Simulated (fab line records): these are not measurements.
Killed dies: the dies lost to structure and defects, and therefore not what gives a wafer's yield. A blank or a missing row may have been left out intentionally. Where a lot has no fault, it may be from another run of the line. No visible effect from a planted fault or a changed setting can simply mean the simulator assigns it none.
A lot that was struck, set against a sound lot	flow sky130	35 out of 708 route steps
Sound: wafers L634.1, L634.4, L634.5. Wafers L647.2, L647.3, L647.5 were the ones struck. At the end, the cause is stated.
At each step with rows: each side's tool, then ch and its chambers, then its first start. Under that, the readings that differ: sound wafers	struck wafers	difference of the means	sigmas: that difference in standard deviations of wafers without a fault.
alike: a reading whose means differ by less than 2 such deviations, as well as words and numbers matching on both sides. not compared: withheld readings; readings where some wafer has no value; bounds like >300 that might hide an equal value; numbers whose values overlap and for which the record gives no deviation.
The two part at a step that has a row with sigmas, a row that says differs or no value, or rows on one side only. Numbers that have no deviation but don't overlap get no sigmas and don't part them. Lack of a reading on every wafer of one side parts them only where that side has two or more wafers.

first, 10 steps without rows for these wafers: SKY_GATE_OXIDE_CLEAN_15 (cleans in SC1/SC2, time 150 s); SKY_GATE_OXIDE_OXIDATION_16 (stabilise 600 s, purge 300 s, target thk 3.57 nm); SKY_POLY_GATE_CVD_00 (deposits poly-Si, target thk 180 nm, time 720 s); SKY_RES_PROTECT_DEHYDRATE_00 (time 60 s); SKY_RES_PROTECT_HMDS_01 (prime time 60 s); SKY_RES_PROTECT_COAT_02 (resist thk 1140 nm); SKY_RES_PROTECT_SOFTBAKE_03 (time 60 s); SKY_RES_PROTECT_EXPOSE_04 (exposes mask RPM, target cd 1270 nm); SKY_RES_PROTECT_PEB_05; SKY_RES_PROTECT_DEVELOP_06 (develop time 60 s).
SKY_POLY_GATE_IMPLANT_02:
  sound on implanter-03 ch 0, day 15 05:28; struck on implanter-04 ch 0, day 20 02:59
  alike: tilt_deg
then, 23 steps without rows for these wafers: SKY_RES_PROTECT_STRIP_07 (strips in O2/N2); SKY_RES_PROTECT_CLEAN_09 (cleans in SC1/SC2, time 150 s); SKY_POLY_GATE_CVD_03 (deposits Si3N4 from DCS/NH3, target thk 75 nm, time 1290 s); SKY_POLY_GATE_DEHYDRATE_05 (time 60 s); SKY_POLY_GATE_HMDS_06 (prime time 60 s); SKY_POLY_GATE_COAT_07 (resist thk 108.9 nm); SKY_POLY_GATE_COAT_08 (resist thk 450 nm); SKY_POLY_GATE_SOFTBAKE_09 (time 90 s); SKY_POLY_GATE_EXPOSE_10 (exposes mask P1M, target cd 150 nm); SKY_POLY_GATE_PEB_11; SKY_POLY_GATE_DEVELOP_12 (develop time 60 s); SKY_POLY_GATE_ETCH_15 (etches BARC in N2/H2, stops on SiO2, time 118.5 s, target depth 110 nm); SKY_POLY_GATE_ETCH_16 (etches Si3N4 in CH3F/O2, stops on poly-Si, time 152.6 s, target depth 75 nm); SKY_POLY_GATE_ETCH_17 (etches poly-Si in HBr/Cl2, stops on SiO2, target depth 180 nm, time 70.5 s); SKY_POLY_GATE_STRIP_18 (strips in O2/N2); SKY_POLY_GATE_CLEAN_19 (cleans in SC1/SC2, time 150 s); SKY_POLY_GATE_OXIDATION_20 (stabilise 600 s, purge 300 s, target thk 4 nm); SKY_LDD_N_DEHYDRATE_00 (time 60 s); SKY_LDD_N_HMDS_01 (prime time 60 s); SKY_LDD_N_COAT_02 (resist thk 300 nm); SKY_LDD_N_SOFTBAKE_03 (time 60 s); SKY_LDD_N_EXPOSE_04 (exposes mask NTM, target cd 840 nm); SKY_LDD_N_PEB_05.
-- a jump in the record: the struck wafers' starts before and after are 29 days apart (it breaks off in module LDD_N and resumes in module PAD_OPEN, where the first step shown is number 708 of the route) --
SKY_PAD_OPEN_PROBE_99:
  sound: prober-02 at day 45 19:49; struck: prober-02 at day 49 05:23
reading	sound	struck	difference	sigmas
model.etest.res_poly.rs_ohm_sq_rim_less_centre	1.403 1.842 1.039	-1.941 -2.933 -1.616	-3.591	
model.etest.res_poly.rs_ohm_sq_range	1.576 2.023 1.375	2.687 3.143 2.378	+1.078	
  alike: killed_at_M0_to_M3, killed_at_M4_up, killed_at_contacts, killed_at_front_end, killed_at_other, killed_dies, killed_open, killed_short

== WHERE THEY PART ==
Nowhere in this record.

WHY: what had been put in by the simulator
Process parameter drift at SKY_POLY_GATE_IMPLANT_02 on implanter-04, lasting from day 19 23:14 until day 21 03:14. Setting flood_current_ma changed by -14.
